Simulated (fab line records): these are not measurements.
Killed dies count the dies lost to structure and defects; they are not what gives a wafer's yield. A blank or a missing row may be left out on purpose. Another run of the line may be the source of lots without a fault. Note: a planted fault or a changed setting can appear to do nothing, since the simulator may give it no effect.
Chamber matching + flow gf180mcu + GF_V4_CVD_02 on pecvd-02 has 3 sister chambers
The step deposits SiO2 from TEOS, target thk 850 nm, time 94.851 s. 3 wafers are shown with their chamber, then 9 later ones without.

WAFERS PAIRED WITH THEIR CHAMBERS
| wafer  | chamber | heaterPowerW (W) |
|--------|---------|------------------|
| L086.4 | 2       | 855              |
| L086.5 | 1       | 679              |
| L086.6 | 0       | 657              |

WAFERS MISSING THEIR CHAMBER
| wafer  | heaterPowerW (W) |
|--------|------------------|
| L089.3 | 580              |
| L089.4 | 882              |
| L089.6 | 623              |
| L092.1 | 606              |
| L092.2 | 716              |
| L092.3 | 644              |
| L092.4 | 763              |
| L092.5 | 661              |
| L092.6 | 648              |

THE CHAMBER EACH PASSED THROUGH
| wafer  | from the rows above          | in truth |
|--------|------------------------------|----------|
| L089.3 | can't be placed: 0 or 1      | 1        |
| L089.4 | 2                            | 2        |
| L089.6 | can't be placed: 0 or 1      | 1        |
| L092.1 | can't be placed: 0 or 1      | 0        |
| L092.2 | can't be placed: 1 or 0      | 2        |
| L092.3 | can't be placed: 0 or 1      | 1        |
| L092.4 | can't be placed: 1 or 2 or 0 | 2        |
| L092.5 | can't be placed: 0 or 1      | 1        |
| L092.6 | can't be placed: 0 or 1      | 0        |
Correct placement for 1 of the 9. From these rows, 8 cannot be placed; in 7 the true chamber is one of the candidates. 0 placed wrongly.
How it was worked out, from the rows above alone: a wafer's distance from a chamber is the root of the sum, over the readings, of the square of ((its reading less the chamber's mean) divided by the reading's scatter). The wafer belongs to the nearest chamber; if the next one is less than 2 further off, it can't be placed. For every chamber, the mean is computed from those of its wafers that are shown. The scatter: with one shown wafer a chamber, the root of the mean of the squares of how far each hidden wafer lies from its nearest shown one.
